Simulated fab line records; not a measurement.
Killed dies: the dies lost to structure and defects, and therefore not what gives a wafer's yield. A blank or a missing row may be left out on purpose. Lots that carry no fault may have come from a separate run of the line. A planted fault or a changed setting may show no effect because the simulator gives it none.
Which tool was responsible? || flow sky130 || 30 wafers from 10 lots sampled at 2 of the route's 708 steps

== WHAT EACH GAUGE READ, for each wafer ==
SKY_METAL2_OVL_MEAS_16.
{"lot": "L285", "measured": "day 34 13:53", "on": "overlay-01", "METAL2_OVL (nm)": "10 13 6"}
{"lot": "L288", "measured": "day 35 21:26", "on": "overlay-01", "METAL2_OVL (nm)": "6 1 3"}
{"lot": "L290", "measured": "day 36 16:25", "on": "overlay-02", "METAL2_OVL (nm)": "2 0 -1"}
{"lot": "L295", "measured": "day 38 02:05", "on": "overlay-02", "METAL2_OVL (nm)": "-2 8 1"}
{"lot": "L298", "measured": "day 38 23:18", "on": "overlay-02", "METAL2_OVL (nm)": "5 -1 3"}
{"lot": "L299", "measured": "day 39 06:44", "on": "overlay-02", "METAL2_OVL (nm)": "10 7 0"}
{"lot": "L301", "measured": "day 40 17:20", "on": "overlay-01", "METAL2_OVL (nm)": "5 6 5"}
{"lot": "L302", "measured": "day 40 20:43", "on": "overlay-02", "METAL2_OVL (nm)": "4 2 6"}
{"lot": "L306", "measured": "day 41 23:28", "on": "overlay-01", "METAL2_OVL (nm)": "5 0 5"}
{"lot": "L305", "measured": "day 41 23:49", "on": "overlay-01", "METAL2_OVL (nm)": "3 7 5"}

== TOOL THAT RAN EACH LOT (tool first, then ch and the chambers of the sampled wafers, then the start) ==
{"lot": "L285", "SKY_VIA1_CMP_24": "cmp-01 ch 1,2,3, day 33 10:20"}
{"lot": "L288", "SKY_VIA1_CMP_24": "cmp-02 ch 0,3, day 34 17:31"}
{"lot": "L290", "SKY_VIA1_CMP_24": "cmp-01 ch 0,1, day 35 13:50"}
{"lot": "L295", "SKY_VIA1_CMP_24": "cmp-01 ch 0,1,2, day 36 23:02"}
{"lot": "L298", "SKY_VIA1_CMP_24": "cmp-02 ch 1,2, day 37 21:30"}
{"lot": "L299", "SKY_VIA1_CMP_24": "cmp-01 ch 0,1,3, day 38 05:11"}
{"lot": "L301", "SKY_VIA1_CMP_24": "cmp-02 ch 0,2, day 39 16:28"}
{"lot": "L302", "SKY_VIA1_CMP_24": "cmp-02 ch 0,1,2, day 39 19:39"}
{"lot": "L306", "SKY_VIA1_CMP_24": "cmp-01 ch 0,2,3, day 40 22:23"}
{"lot": "L305", "SKY_VIA1_CMP_24": "cmp-02 ch 1,2,3, day 40 22:35"}
- SKY_VIA1_CMP_24: polishes, stops on SiO2, t overpolish 15 s, target thk 0 nm.

== THE ANSWER, worked out from the rows above alone ==
Rule: the usual values come from the lots themselves. Put in order of their means at a reading, lots are off if they are a third of the lots or fewer, leave a main group of 4 or more, and stand apart from it by a gap of 3 or more times the standard deviation of the main group's means; of several such gaps the widest counts. A main group whose means are all the same, to the digits that the tables above print for the reading, isn't used. A lot without any number at a reading at which 4 lots or more have one is off too. All remaining lots with rows at the step are treated as sound.
No lot is off at any reading shown: from this, nothing can be told.

== WHAT THE SIMULATOR PUT IN ==
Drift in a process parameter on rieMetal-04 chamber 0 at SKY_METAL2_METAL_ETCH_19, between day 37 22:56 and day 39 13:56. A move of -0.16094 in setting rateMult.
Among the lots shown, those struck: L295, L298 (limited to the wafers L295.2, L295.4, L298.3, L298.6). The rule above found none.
